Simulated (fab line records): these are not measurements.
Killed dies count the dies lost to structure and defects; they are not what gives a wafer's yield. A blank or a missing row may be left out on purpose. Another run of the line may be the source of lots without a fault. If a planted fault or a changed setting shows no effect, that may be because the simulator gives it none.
fab line records :: flow sky130
[record]
  lots = 7
  wafers = 21
  last_day = 50
route steps=708 shown FIELD_ISO@29 NWELL@32 DNWELL@35 PWDE@45
lots with no fault: from the same line, run without faults
start_h: the number of hours between the record's first day and the start of the first shown wafer of the lot :: wait_h: hours elapsed since this lot's preceding step :: " identical to the entry in the row above :: L1.1+2: a single row standing in for several wafers :: - either no value or no given start :: * or withheld: withheld :: < > ~ a bound
route shown NAME@n: names a module that has steps shown in the file, with the first one's number in the route :: usual: mean/standard deviation taken from wafers without a fault :: same: alike in all rows :: chamber/n: place in a boat :: sites: readings site by site :: _std_site: the standard deviation of these :: _edge_site: inner sites' mean taken away from outer sites' mean :: radius_mm: how far each site lies from the wafer's centre :: mask NAME#n: copy n :: behind: tool/chamber where the wafer was last shaped :: hold: why the lot was held/for how many hours/how that ended :: device: whichever transistor did not switch (one of n, p or np) :: end of line: the same wafers' tests at the end of the route :: for a step that has no rows: nothing shown but its recipe :: killed: not the wafer's yield, but the dies lost to structure and defects at the first sort :: map: the dies of a wafer, with x for killed, . for not killed, _ for no die there
set.NAME: the setting the step ran with; set.NAME@STEP: the setting that earlier step ran with :: model.NAME: the simulator's own value behind a step, which no gauge read
lots at selected steps of the route; one table per step, one row per wafer
services: when a tool's chamber went out of use (start_h, in hours from the record's first day, below 0 if earlier), for how many hours, and the reason
[[steps]]
[step SKY_FIELD_ISO_WET_ETCH_28]
[recipe]
  chemistry = dHF
  target_depth_nm = 23.7
  target = SiO2
  dilution = 10:1
  temp_c = 25
  time_s = 47
[step SKY_FIELD_ISO_WET_ETCH_29]
[recipe]
  chemistry = H3PO4
  target_depth_nm = 160
  target = Si3N4
  temp_c = 160
  time_s = 1825
[step SKY_FIELD_ISO_WET_ETCH_30]
[recipe]
  chemistry = dHF
  target_depth_nm = 25
  target = SiO2
  dilution = 10:1
  temp_c = 25
  time_s = 50
[step SKY_NWELL_CLEAN_00]
[recipe]
  chemistry = SC1/SC2
  mix = 1:4:20
  temp_c = 70
  time_s = 150
  dry = n2_spin
[step SKY_NWELL_OXIDATION_01]
[recipe]
  temp_c = 900
  ambient = O2
  stabilise_s = 600
  purge_s = 300
  target_thk_a = 100
  ox_time_s = 1418
[step SKY_NWELL_THK_MEAS_02]
[recipe]
  reads = SiO2_of_NWELL_OXIDATION_01
[usual]
  NWELL_OXIDATION_THK = 10.00/0.17
lot.wafer: L903.1
tool: film_metro-01
chamber: -
start_h: 45.27
wait_h: 0.0
NWELL_OXIDATION_THK[nm]: 10.46

lot.wafer: L903.4
tool: film_metro-01
chamber: -
start_h: 45.27
wait_h: 0.0
NWELL_OXIDATION_THK[nm]: 10.35

lot.wafer: L903.6
tool: film_metro-01
chamber: -
start_h: 45.27
wait_h: 0.0
NWELL_OXIDATION_THK[nm]: 10.37

lot.wafer: L907.1
tool: film_metro-02
chamber: -
start_h: 73.50
wait_h: 0.0
NWELL_OXIDATION_THK[nm]: 10.08

lot.wafer: L907.4
tool: film_metro-02
chamber: -
start_h: 73.50
wait_h: 0.0
NWELL_OXIDATION_THK[nm]: 9.96

lot.wafer: L907.5
tool: film_metro-02
chamber: -
start_h: 73.50
wait_h: 0.0
NWELL_OXIDATION_THK[nm]: 10.13

lot.wafer: L908.1
tool: film_metro-01
chamber: -
start_h: 79.53
wait_h: 0.0
NWELL_OXIDATION_THK[nm]: 9.99

lot.wafer: L908.4
tool: film_metro-01
chamber: -
start_h: 79.53
wait_h: 0.0
NWELL_OXIDATION_THK[nm]: 10.14

lot.wafer: L908.5
tool: film_metro-01
chamber: -
start_h: 79.53
wait_h: 0.0
NWELL_OXIDATION_THK[nm]: 9.89

lot.wafer: L909.2
tool: film_metro-01
chamber: -
start_h: 80.93
wait_h: 0.0
NWELL_OXIDATION_THK[nm]: 10.04

lot.wafer: L909.4
tool: film_metro-01
chamber: -
start_h: 80.93
wait_h: 0.0
NWELL_OXIDATION_THK[nm]: 10.11

lot.wafer: L909.5
tool: film_metro-01
chamber: -
start_h: 80.93
wait_h: 0.0
NWELL_OXIDATION_THK[nm]: 9.97

lot.wafer: L915.1
tool: film_metro-02
chamber: -
start_h: 109.96
wait_h: 0.0
NWELL_OXIDATION_THK[nm]: 9.59

lot.wafer: L915.4
tool: film_metro-02
chamber: -
start_h: 109.96
wait_h: 0.0
NWELL_OXIDATION_THK[nm]: 9.66

lot.wafer: L915.5
tool: film_metro-02
chamber: -
start_h: 109.96
wait_h: 0.0
NWELL_OXIDATION_THK[nm]: 9.76

lot.wafer: L918.1
tool: film_metro-01
chamber: -
start_h: 126.32
wait_h: 0.0
NWELL_OXIDATION_THK[nm]: 10.01

lot.wafer: L918.4
tool: film_metro-01
chamber: -
start_h: 126.32
wait_h: 0.0
NWELL_OXIDATION_THK[nm]: 10.10

lot.wafer: L918.6
tool: film_metro-01
chamber: -
start_h: 126.32
wait_h: 0.0
NWELL_OXIDATION_THK[nm]: 10.06

lot.wafer: L921.3
tool: film_metro-02
chamber: -
start_h: 143.05
wait_h: 0.0
NWELL_OXIDATION_THK[nm]: 9.85

lot.wafer: L921.5
tool: film_metro-02
chamber: -
start_h: 143.05
wait_h: 0.0
NWELL_OXIDATION_THK[nm]: 9.95

lot.wafer: L921.6
tool: film_metro-02
chamber: -
start_h: 143.05
wait_h: 0.0
NWELL_OXIDATION_THK[nm]: 10.01
[step SKY_DNWELL_DEHYDRATE_00]
[recipe]
  temp_c = 200
  time_s = 60
[step SKY_DNWELL_HMDS_01]
[recipe]
  prime_time_s = 60
  prime_temp_c = 120
[step SKY_DNWELL_COAT_02]
[recipe]
  spin_rpm = 2000
  resist_thk_nm = 3000
[step SKY_DNWELL_SOFTBAKE_03]
[recipe]
  temp_c = 110
  time_s = withheld
[step SKY_DNWELL_EXPOSE_04]
[recipe]
  mask_id = DNM
  na = 0.57
  target_cd_nm = 3000
  dose_mj = 222
[step SKY_DNWELL_PEB_05]
[recipe]
  temp_c = 115
  time_s = withheld
[step SKY_DNWELL_DEVELOP_06]
[recipe]
  wall_angle_deg = 90
  developer = TMAH
  develop_time_s = 60
  dev_temp_c = 23
[usual]
  chill_plate_temp_C = 22.96/0.1
  develop_time_s = 60/0
lot.wafer: L903.1
tool: litho_track-03
chamber: 0
start_h: 60
wait_h: -
chill_plate_temp_C: 22.88
develop_time_s: 60

lot.wafer: L903.4
tool: litho_track-03
chamber: 0
start_h: 61
wait_h: -
chill_plate_temp_C: 23.00
develop_time_s: 60

lot.wafer: L903.6
tool: litho_track-03
chamber: 0
start_h: 61
wait_h: -
chill_plate_temp_C: 22.96
develop_time_s: 60

lot.wafer: L907.1
tool: litho_track-02
chamber: -
start_h: 90
wait_h: -
chill_plate_temp_C: -
develop_time_s: -

lot.wafer: L907.4
tool: litho_track-02
chamber: -
start_h: 90
wait_h: -
chill_plate_temp_C: -
develop_time_s: -

lot.wafer: L907.5
tool: litho_track-02
chamber: -
start_h: 90
wait_h: -
chill_plate_temp_C: -
develop_time_s: -

lot.wafer: L908.1
tool: litho_track-02
chamber: -
start_h: 96
wait_h: -
chill_plate_temp_C: -
develop_time_s: -

lot.wafer: L908.4
tool: litho_track-02
chamber: -
start_h: 96
wait_h: -
chill_plate_temp_C: -
develop_time_s: -

lot.wafer: L908.5
tool: litho_track-02
chamber: -
start_h: 97
wait_h: -
chill_plate_temp_C: -
develop_time_s: -

lot.wafer: L909.2
tool: litho_track-04
chamber: -
start_h: 98
wait_h: -
chill_plate_temp_C: -
develop_time_s: -

lot.wafer: L909.4
tool: litho_track-04
chamber: -
start_h: 98
wait_h: -
chill_plate_temp_C: -
develop_time_s: -

lot.wafer: L909.5
tool: litho_track-04
chamber: -
start_h: 98
wait_h: -
chill_plate_temp_C: -
develop_time_s: -

lot.wafer: L915.1
tool: litho_track-04
chamber: 0
start_h: 128
wait_h: -
chill_plate_temp_C: 22.87
develop_time_s: 60

lot.wafer: L915.4
tool: litho_track-04
chamber: 0
start_h: 128
wait_h: -
chill_plate_temp_C: 22.96
develop_time_s: 60

lot.wafer: L915.5
tool: litho_track-04
chamber: 0
start_h: 128
wait_h: -
chill_plate_temp_C: 22.79
develop_time_s: 60

lot.wafer: L918.1
tool: litho_track-04
chamber: 0
start_h: 145
wait_h: -
chill_plate_temp_C: 23.01
develop_time_s: 60

lot.wafer: L918.4
tool: litho_track-04
chamber: 0
start_h: 145
wait_h: -
chill_plate_temp_C: 22.92
develop_time_s: 60

lot.wafer: L918.6
tool: litho_track-04
chamber: 0
start_h: 145
wait_h: -
chill_plate_temp_C: 22.85
develop_time_s: 60

lot.wafer: L921.3
tool: litho_track-02
chamber: 0
start_h: 163
wait_h: -
chill_plate_temp_C: 22.91
develop_time_s: 60

lot.wafer: L921.5
tool: litho_track-02
chamber: 0
start_h: 163
wait_h: -
chill_plate_temp_C: 22.79
develop_time_s: 60

lot.wafer: L921.6
tool: litho_track-02
chamber: 0
start_h: 163
wait_h: -
chill_plate_temp_C: 22.84
develop_time_s: 60
[step SKY_DNWELL_IMPLANT_07]
[recipe]
  species = P
  energy_kev = withheld
  dose_cm2 = withheld
  tilt_deg = withheld
[step SKY_DNWELL_STRIP_08]
[recipe]
  chemistry = O2/N2
  power_w = 1400
  pressure_mtorr = 1500
  platen_temp_c = withheld
  o2_flow_sccm = 3000
  n2_flow_sccm = 300
  overash_fraction = 0.5
[usual]
  drypump_motor_current_A = 5.7/0.34
  oes_product_au = 0.723/0.0046
  strip_time_to_endpoint_s = 37.00/0.12
lot.wafer: L903.1
tool: plasma_asher-04
chamber: 1
start_h: 61.25
wait_h: 0.1
drypump_motor_current_A: 6.3
oes_product_au: 0.724
rf_hours_counter_h: 36
strip_time_to_endpoint_s: 36.94

lot.wafer: L903.4
tool: plasma_asher-04
chamber: 0
start_h: 61.25
wait_h: 0.1
drypump_motor_current_A: 5.9
oes_product_au: 0.719
rf_hours_counter_h: -
strip_time_to_endpoint_s: 36.98

lot.wafer: L903.6
tool: plasma_asher-04
chamber: 1
start_h: 61.25
wait_h: 0.1
drypump_motor_current_A: 6.3
oes_product_au: 0.721
rf_hours_counter_h: -
strip_time_to_endpoint_s: 36.96

lot.wafer: L907.1
tool: plasma_asher-01
chamber: 1
start_h: 91.12
wait_h: 0.1
drypump_motor_current_A: 5.7
oes_product_au: 0.725
rf_hours_counter_h: 41
strip_time_to_endpoint_s: 37.05

lot.wafer: L907.4
tool: plasma_asher-01
chamber: 1
start_h: 91.12
wait_h: 0.1
drypump_motor_current_A: 5.7
oes_product_au: 0.730
rf_hours_counter_h: -
strip_time_to_endpoint_s: 37.08

lot.wafer: L907.5
tool: plasma_asher-01
chamber: 1
start_h: 91.12
wait_h: 0.1
drypump_motor_current_A: 5.7
oes_product_au: 0.724
rf_hours_counter_h: -
strip_time_to_endpoint_s: 37.06

lot.wafer: L908.1
tool: plasma_asher-04
chamber: 1
start_h: 97.22
wait_h: 0.1
drypump_motor_current_A: 6.3
oes_product_au: 0.729
rf_hours_counter_h: 40
strip_time_to_endpoint_s: 37.25

lot.wafer: L908.4
tool: plasma_asher-04
chamber: 0
start_h: 97.22
wait_h: 0.1
drypump_motor_current_A: 5.9
oes_product_au: 0.726
rf_hours_counter_h: -
strip_time_to_endpoint_s: 37.10

lot.wafer: L908.5
tool: plasma_asher-04
chamber: 0
start_h: 97.22
wait_h: 0.1
drypump_motor_current_A: 5.9
oes_product_au: 0.726
rf_hours_counter_h: -
strip_time_to_endpoint_s: 37.20

lot.wafer: L909.2
tool: plasma_asher-01
chamber: 0
start_h: 98.44
wait_h: 0.1
drypump_motor_current_A: 5.2
oes_product_au: 0.717
rf_hours_counter_h: 42
strip_time_to_endpoint_s: 36.94

lot.wafer: L909.4
tool: plasma_asher-01
chamber: 0
start_h: 98.44
wait_h: 0.1
drypump_motor_current_A: 5.2
oes_product_au: 0.724
rf_hours_counter_h: -
strip_time_to_endpoint_s: 36.92

lot.wafer: L909.5
tool: plasma_asher-01
chamber: 1
start_h: 98.44
wait_h: 0.1
drypump_motor_current_A: 5.7
oes_product_au: 0.721
rf_hours_counter_h: -
strip_time_to_endpoint_s: 36.89

lot.wafer: L915.1
tool: plasma_asher-03
chamber: 0
start_h: 128.74
wait_h: 0.1
drypump_motor_current_A: 5.5
oes_product_au: 0.717
rf_hours_counter_h: 45
strip_time_to_endpoint_s: 36.95

lot.wafer: L915.4
tool: plasma_asher-03
chamber: 0
start_h: 128.74
wait_h: 0.1
drypump_motor_current_A: 5.5
oes_product_au: 0.720
rf_hours_counter_h: -
strip_time_to_endpoint_s: 37.00

lot.wafer: L915.5
tool: plasma_asher-03
chamber: 0
start_h: 128.74
wait_h: 0.1
drypump_motor_current_A: 5.5
oes_product_au: 0.721
rf_hours_counter_h: -
strip_time_to_endpoint_s: 37.16

lot.wafer: L918.1
tool: plasma_asher-03
chamber: 0
start_h: 145.73
wait_h: 0.1
drypump_motor_current_A: 5.6
oes_product_au: 0.718
rf_hours_counter_h: 46
strip_time_to_endpoint_s: 37.06

lot.wafer: L918.4
tool: plasma_asher-03
chamber: 1
start_h: 145.73
wait_h: 0.1
drypump_motor_current_A: 5.7
oes_product_au: 0.719
rf_hours_counter_h: -
strip_time_to_endpoint_s: 37.05

lot.wafer: L918.6
tool: plasma_asher-03
chamber: 1
start_h: 145.73
wait_h: 0.1
drypump_motor_current_A: 5.6
oes_product_au: 0.729
rf_hours_counter_h: -
strip_time_to_endpoint_s: 37.08

lot.wafer: L921.3
tool: plasma_asher-01
chamber: 1
start_h: 163.70
wait_h: 0.1
drypump_motor_current_A: 5.7
oes_product_au: 0.723
rf_hours_counter_h: -
strip_time_to_endpoint_s: 36.98

lot.wafer: L921.5
tool: plasma_asher-01
chamber: 1
start_h: 163.70
wait_h: 0.1
drypump_motor_current_A: 5.7
oes_product_au: 0.716
rf_hours_counter_h: -
strip_time_to_endpoint_s: 36.92

lot.wafer: L921.6
tool: plasma_asher-01
chamber: 0
start_h: 163.70
wait_h: 0.1
drypump_motor_current_A: 5.2
oes_product_au: 0.731
rf_hours_counter_h: -
strip_time_to_endpoint_s: 36.93
[step SKY_DNWELL_TW_MEAS_09]
[usual]
  DNWELL_TW = 1110/12
lot.wafer: L903.1
tool: film_metro-02
chamber: -
start_h: 61.35
wait_h: 0.1
DNWELL_TW: 1121

lot.wafer: L903.4
tool: film_metro-02
chamber: -
start_h: 61.35
wait_h: 0.1
DNWELL_TW: 1127

lot.wafer: L903.6
tool: film_metro-02
chamber: -
start_h: 61.35
wait_h: 0.1
DNWELL_TW: 1126

lot.wafer: L907.1
tool: film_metro-01
chamber: -
start_h: 91.22
wait_h: 0.1
DNWELL_TW: 29

lot.wafer: L907.4
tool: film_metro-01
chamber: -
start_h: 91.22
wait_h: 0.1
DNWELL_TW: 30

lot.wafer: L907.5
tool: film_metro-01
chamber: -
start_h: 91.22
wait_h: 0.1
DNWELL_TW: 30

lot.wafer: L908.1
tool: film_metro-02
chamber: -
start_h: 97.32
wait_h: 0.1
DNWELL_TW: 30

lot.wafer: L908.4
tool: film_metro-02
chamber: -
start_h: 97.32
wait_h: 0.1
DNWELL_TW: 30

lot.wafer: L908.5
tool: film_metro-02
chamber: -
start_h: 97.32
wait_h: 0.1
DNWELL_TW: 30

lot.wafer: L909.2
tool: film_metro-02
chamber: -
start_h: 98.55
wait_h: 0.1
DNWELL_TW: 30

lot.wafer: L909.4
tool: film_metro-02
chamber: -
start_h: 98.55
wait_h: 0.1
DNWELL_TW: 30

lot.wafer: L909.5
tool: film_metro-02
chamber: -
start_h: 98.55
wait_h: 0.1
DNWELL_TW: 30

lot.wafer: L915.1
tool: film_metro-01
chamber: -
start_h: 128.84
wait_h: 0.1
DNWELL_TW: 1096

lot.wafer: L915.4
tool: film_metro-01
chamber: -
start_h: 128.84
wait_h: 0.1
DNWELL_TW: 1094

lot.wafer: L915.5
tool: film_metro-01
chamber: -
start_h: 128.84
wait_h: 0.1
DNWELL_TW: 1106

lot.wafer: L918.1
tool: film_metro-01
chamber: -
start_h: 145.83
wait_h: 0.1
DNWELL_TW: 1094

lot.wafer: L918.4
tool: film_metro-01
chamber: -
start_h: 145.83
wait_h: 0.1
DNWELL_TW: 1089

lot.wafer: L918.6
tool: film_metro-01
chamber: -
start_h: 145.83
wait_h: 0.1
DNWELL_TW: 1093

lot.wafer: L921.3
tool: film_metro-01
chamber: -
start_h: 163.79
wait_h: 0.1
DNWELL_TW: 1095

lot.wafer: L921.5
tool: film_metro-01
chamber: -
start_h: 163.79
wait_h: 0.1
DNWELL_TW: 1098

lot.wafer: L921.6
tool: film_metro-01
chamber: -
start_h: 163.79
wait_h: 0.1
DNWELL_TW: 1096
[step SKY_PWDE_DEHYDRATE_00]
[recipe]
  temp_c = 200
  time_s = 60
[[services]]
tool: plasma_asher-04
chamber: -
start_h: 108.75
hours: 9.0
kind: pm

tool: plasma_asher-04
chamber: 0
start_h: 108.75
hours: 9.0
kind: vent_cycle

tool: plasma_asher-04
chamber: 1
start_h: 108.75
hours: 9.0
kind: vent_cycle

tool: plasma_asher-04
chamber: 0
start_h: 117.75
hours: -
kind: clean

tool: plasma_asher-04
chamber: 1
start_h: 117.75
hours: -
kind: clean

tool: plasma_asher-03
chamber: -
start_h: 130.70
hours: 2.4
kind: repair
[[key]]
[first_sign]
  step = SKY_DNWELL_DEVELOP_06
  reading = tool_record
  direction = missing
[effect]
  step = SKY_DNWELL_TW_MEAS_09
  reading = DNWELL_TW
  direction = down
  sigmas = 88
  usual = 1110
  struck = 30
met_at SKY_DNWELL_DEVELOP_06
struck_wafers L907.1,L907.4,L907.5,L908.1,L908.4,L908.5,L909.2,L909.4,L909.5
sort_left_out L907.1,L907.4,L907.5,L908.1,L908.4,L908.5,L909.2,L909.4,L909.5
tester_left_out L907,L908,L909
[fault]
  kind = skipped_step_whole
  tool = litho_track-02,litho_track-04
  chamber = -
  onset_h = 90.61
  steps = SKY_DNWELL_DEVELOP_06
  scope = struck_lots_only
// tester_left_out: of these lots the tester's yield and bins aren't shown, on N5 and GAA mostly nor the transistor test; their killed dies are dies lost to structure and defects alone, not to doping, threshold or leakage, so they don't give the yield
// sort_left_out: the simulated sort isn't trusted on such a fault, so these wafers' sort isn't shown, and their yield isn't known
